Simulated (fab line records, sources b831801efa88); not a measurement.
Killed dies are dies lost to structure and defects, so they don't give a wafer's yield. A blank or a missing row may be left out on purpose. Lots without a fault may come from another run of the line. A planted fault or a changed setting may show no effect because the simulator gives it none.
Which tool did it? | flow gf180mcu | 12 lots, 36 wafers sampled, at 4 steps of a route of 602

WHAT THE GAUGES READ, wafer by wafer
GF_STI_THK_MEAS_30.
lot  | measured    | on            | STI_OXIDATION_02_THK (nm)
L354 | day 2 05:58 | film_metro-02 | 10.10 10.17 10.13
L355 | day 2 11:53 | film_metro-02 | 10.19 10.27 10.41
L356 | day 2 18:55 | film_metro-02 | 10.03 10.17 10.06
L357 | day 2 23:22 | film_metro-03 | 10.40 10.32 10.24
L367 | day 5 00:16 | film_metro-04 | 14.69 14.73 14.66
L370 | day 5 16:19 | film_metro-04 | 14.43 14.53 14.42
L371 | day 5 21:36 | film_metro-04 | 10.15 10.05 10.08
L372 | day 6 03:35 | film_metro-03 | 9.94 9.81 9.81
L373 | day 6 08:33 | film_metro-04 | 10.00 10.03 9.75
L375 | day 6 18:22 | film_metro-04 | 10.11 10.04 10.14
L376 | day 7 00:25 | film_metro-02 | 10.12 10.05 9.89
L377 | day 7 04:22 | film_metro-04 | 10.04 9.94 10.06

GF_VT_IMPLANT_TW_MEAS_21.
lot  | measured     | on            | VT_IMPLANT_2_TW
L354 | day 6 05:16  | film_metro-04 | 1223 1220 1220
L355 | day 6 11:29  | film_metro-04 | 1205 1207 1215
L356 | day 6 20:53  | film_metro-01 | 1211 1210 1203
L357 | day 7 01:05  | film_metro-01 | 1215 1209 1207
L367 | day 9 17:13  | film_metro-04 | 1211 1216 1212
L370 | day 10 12:20 | film_metro-01 | 1220 1218 1217
L371 | day 10 18:24 | film_metro-01 | 1216 1211 1212
L372 | day 10 23:44 | film_metro-04 | 1217 1213 1217
L373 | day 11 06:30 | film_metro-03 | 1232 1228 1219
L375 | day 11 19:25 | film_metro-04 | 1217 1218 1221
L376 | day 12 05:27 | film_metro-04 | 1229 1225 1227
L377 | day 12 06:26 | film_metro-04 | 1221 1217 1219

WHICH TOOL RAN EACH LOT (tool, then ch and the chambers of the sampled wafers, then the start)
lot  | GF_STI_OXIDATION_29          | GF_VT_IMPLANT_STRIP_09
L354 | furnace-01 ch 0, day 2 04:32 | plasma_asher-02 ch 0,1, day 5 14:10
L355 | furnace-02 ch 0, day 2 10:30 | plasma_asher-02 ch 0,1, day 5 20:35
L356 | furnace-01 ch 0, day 2 17:31 | plasma_asher-04 ch 0,1, day 6 05:39
L357 | furnace-02 ch 0, day 2 21:58 | plasma_asher-01 ch 0,1, day 6 09:30
L367 | furnace-02 ch 0, day 4 22:51 | plasma_asher-04 ch 0,1, day 8 23:41
L370 | furnace-02 ch 0, day 5 14:56 | plasma_asher-04 ch 0,1, day 9 18:44
L371 | furnace-01 ch 0, day 5 20:12 | plasma_asher-02 ch 0, day 10 00:05
L372 | furnace-01 ch 0, day 6 02:11 | plasma_asher-04 ch 0,1, day 10 06:17
L373 | furnace-01 ch 0, day 6 07:08 | plasma_asher-04 ch 0,1, day 10 12:59
L375 | furnace-01 ch 0, day 6 16:58 | plasma_asher-02 ch 0, day 10 23:56
L376 | furnace-01 ch 0, day 6 23:01 | plasma_asher-02 ch 0,1, day 11 09:26
L377 | furnace-01 ch 0, day 7 02:58 | plasma_asher-02 ch 0,1, day 11 11:14
- GF_STI_OXIDATION_29: stabilise 600 s, purge 300 s, target thk 10 nm.
- GF_VT_IMPLANT_STRIP_09: strips in O2/N2.

WHAT THE TOOLS THEMSELVES READ (means of the sampled wafers that have a number; where no wafer has one, the mark that the record gives instead)
GF_STI_OXIDATION_29.
lot  | tool       | spike_tc_bottom_C (C) | spike_tc_centre_C (C) | spike_tc_lower_C (C) | spike_tc_top_C (C) | spike_tc_upper_C (C) | zone_power_bottom_pct (%) | zone_power_upper_pct (%)
L354 | furnace-01 | 916.0                 | 900.1                 | 900.9                | 909.9              | 900.8                | 25.5                      | 17.06
L355 | furnace-02 | 916.3                 | 900.7                 | 903.2                | 909.9              | 903.0                | 27.4                      | 16.88
L356 | furnace-01 | 916.1                 | 901.4                 | 899.8                | 910.4              | 900.5                | 25.2                      | 16.65
L357 | furnace-02 | 918.2                 | 901.1                 | 903.2                | 909.1              | 902.7                | 27.3                      | 16.85
L367 | furnace-02 | 953.2                 | 936.2                 | 939.8                | 944.8              | 938.1                | 30.1                      | 18.42
L370 | furnace-02 | 953.3                 | 937.2                 | 939.4                | 945.0              | 939.2                | 30.1                      | 18.46
L371 | furnace-01 | 915.8                 | 902.3                 | 901.1                | 911.9              | 901.0                | 25.2                      | 16.89
L372 | furnace-01 | 916.2                 | 901.3                 | 901.5                | 909.8              | 901.2                | 25.4                      | 16.69
L373 | furnace-01 | 916.2                 | 901.1                 | 901.4                | 911.6              | 901.7                | 25.8                      | 16.83
L375 | furnace-01 | 916.3                 | 901.2                 | 899.8                | 909.9              | 900.1                | 25.3                      | 16.66
L376 | furnace-01 | 916.5                 | 900.3                 | 901.2                | 909.9              | 901.6                | 25.6                      | 16.83
L377 | furnace-01 | 916.6                 | 901.4                 | 901.8                | 909.9              | 900.9                | 25.2                      | 16.73

GF_VT_IMPLANT_STRIP_09.
lot  | tool            | drypump_motor_current_A (A) | heater_power_w (W) | oes_product_au (a.u.) | strip_time_to_endpoint_s (s)
L354 | plasma_asher-02 | 5.92                        | 314                | 0.713                 | 12.65
L355 | plasma_asher-02 | 5.77                        | 314                | 0.720                 | 12.60
L356 | plasma_asher-04 | 5.37                        | 352                | 0.718                 | 12.58
L357 | plasma_asher-01 | 5.83                        | 317                | 0.716                 | 12.57
L367 | plasma_asher-04 | 5.38                        | 353                | 0.716                 | 12.66
L370 | plasma_asher-04 | 5.37                        | 354                | 0.716                 | 12.63
L371 | plasma_asher-02 | 5.62                        | 323                | 0.717                 | 12.68
L372 | plasma_asher-04 | 5.38                        | 351                | 0.713                 | 12.67
L373 | plasma_asher-04 | 5.37                        | 350                | 0.712                 | 12.64
L375 | plasma_asher-02 | 5.59                        | 319                | 0.715                 | 12.70
L376 | plasma_asher-02 | 5.76                        | 318                | 0.716                 | 12.67
L377 | plasma_asher-02 | 5.78                        | 317                | 0.712                 | 12.62

THE ANSWER, worked out from the rows above alone
Rule: what is usual is taken from the lots themselves. Put in order of their means at a reading, lots are off if they are a third of the lots or fewer, leave a main group of 4 or more, and stand apart from it by a gap of 3 or more times the standard deviation of the main group's means; of several such gaps the widest counts. A main group whose means are all the same, to the digits that the tables above print for the reading, isn't used. A lot without any number at a reading at which 4 lots or more have one is off too. The other lots that the step has rows for count as sound. The gauges are gone through in route order, then the tools' own readings, and for those a lot's mean is taken as printed above. The first step at which some lot is off is used, and at that step the reading that is off furthest; a lot without a number counts as furthest.
Off: L367, L370, at GF_STI_THK_MEAS_30 (STI_OXIDATION_02_THK). The main group: mean 10.08 nm, standard deviation 0.14.
A tool fits if, at a process step before that reading, it ran every lot that is off, and no sound lot after the first of them. The gauges at GF_STI_THK_MEAS_30 aren't tried: what is off there is off at GF_STI_OXIDATION_29 too, on other tools, and a gauge's error can't cause that. One fits: furnace-02 at GF_STI_OXIDATION_29. Its last sound lot is L357 (day 2 21:58), its first lot that is off L367 (day 4 22:51): a fault that began between those two fits.
The tool's own readings at GF_STI_OXIDATION_29 bear it out: on the lots that are off they differ by more than 5 times the standard deviation of the sound lots' means. spike_tc_bottom_C reads 953.2 C there against 916.4 C on the sound lots; spike_tc_centre_C reads 936.7 C there against 901.1 C on the sound lots; spike_tc_lower_C reads 939.6 C there against 901.4 C on the sound lots; spike_tc_top_C reads 944.9 C there against 910.2 C on the sound lots; spike_tc_upper_C reads 938.7 C there against 901.4 C on the sound lots; zone_power_bottom_pct reads 30.1 % there against 25.8 % on the sound lots; zone_power_upper_pct reads 18.44 % there against 16.81 % on the sound lots.

WHAT THE SIMULATOR HAD PUT IN
Process parameter drift: furnace-02, from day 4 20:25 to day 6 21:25, at GF_STI_OXIDATION_29. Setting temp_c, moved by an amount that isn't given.
Lots struck among those shown: L367, L370. The rule above found the same.
